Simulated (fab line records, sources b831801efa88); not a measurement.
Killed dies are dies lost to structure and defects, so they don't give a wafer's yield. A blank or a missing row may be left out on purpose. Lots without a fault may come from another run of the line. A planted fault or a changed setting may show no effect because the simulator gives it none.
One fault seen from 2 desks | flow gf180mcu | each desk has only its own numbers; what lay behind them comes last

THE METROLOGY DESK
What the gauges read, lot by lot, whatever tool the lot ran on: means of the sampled wafers that have a number. A lot is out of limits, marked OUT, if its mean lies more than 4 standard deviations from the usual mean; the brackets give that distance.
Columns: A = V3_BOW at GF_V3_BOW_MEAS_05, usual 118 um; B = cd_nm at GF_V3_CD_MEAS_14, usual 260.1 nm; C = V3_W_RS at GF_V3_RS_MEAS_24, usual 0.331 ohm/sq; D = cd_nm at GF_M4_CD_MEAS_14, usual 280.2 nm
lot  | first seen here | A   | B     | C     | D
L437 | day 21 20:42    | 112 | 260.5 | 0.330 | 279.9
L439 | day 22 05:24    | 116 | 260.1 | 0.333 | 281.0
L441 | day 22 15:49    | 116 | 261.7 | 0.327 | 280.7
L445 | day 24 04:30    | 115 | 259.7 | 0.332 | 279.3
L446 | day 24 12:10    | 119 | 261.7 | 0.328 | 281.6
L448 | day 25 04:50    | 102 | 258.0 | 0.335 | 290.7 (+9.6) OUT
L449 | day 25 05:16    | 130 | 258.9 | 0.334 | 289.7 (+8.7) OUT
L450 | day 26 04:40    | 119 | 261.4 | 0.330 | 282.4
L455 | day 28 05:24    | 122 | 259.9 | 0.326 | 278.9
L456 | day 28 06:04    | 123 | 261.4 | 0.332 | 281.4
L458 | day 28 15:02    | 114 | 261.2 | 0.332 | 279.7
L457 | day 28 23:07    | 118 | 259.5 | 0.333 | 280.8
L459 | day 29 03:53    | 121 | 261.3 | 0.331 | 280.8
This desk's finding: out of limits on L448, L449; first on L448, day 27 01:02 (cd_nm at GF_M4_CD_MEAS_14). In limits: L437, L439, L441, L445, L446, L450, L455, L456, L458, L457, L459.

THE TOOL OWNER'S DESK: litho_track-03
The tool's own readings at GF_M4_SOFTBAKE_10 (time 60 s): means of the sampled wafers that have a number, for each lot that ran on this tool. A lot is out of limits, marked OUT, if its mean lies more than 4 standard deviations from the usual mean; the brackets give that distance.
Columns: A = heater_power_total_W at GF_M4_SOFTBAKE_10, usual 93.05 W; B = plate_temp_C at GF_M4_SOFTBAKE_10, usual 130.00 C
lot  | first seen here | A               | B
L437 | day 23 08:56    | 93.12           | 130.24
L439 | day 23 17:53    | 93.04           | 130.27
L445 | day 25 15:23    | 93.11           | 130.05
L448 | day 26 14:17    | 89.02 (-64) OUT | 125.60 (-29) OUT
L449 | day 26 14:51    | 89.04 (-64) OUT | 125.78 (-28) OUT
L455 | day 29 12:32    | 93.01           | 130.15
L456 | day 29 13:08    | 93.02           | 129.84
L457 | day 30 04:30    | 93.07           | 129.76
This desk's finding: out of limits on L448, L449; first on L448, day 26 14:17 (heater_power_total_W at GF_M4_SOFTBAKE_10). In limits: L437, L439, L445, L455, L456, L457.

PUT TOGETHER
The tool owner's desk could have raised an alarm at day 26 14:17, on L448, L449.
The metrology desk could have raised an alarm at day 27 01:02, on L448, L449.
Of the lots named, all ran GF_M4_SOFTBAKE_10 on litho_track-03.

WHAT THE SIMULATOR HAD PUT IN
Process parameter drift: litho_track-03, from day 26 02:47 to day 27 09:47, at GF_M4_SOFTBAKE_10. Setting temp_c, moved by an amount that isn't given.
Lots struck among those shown: L448, L449.
Hours from the fault's start to each desk's first reading out of limits: the tool owner's desk, 12; the metrology desk, 22.
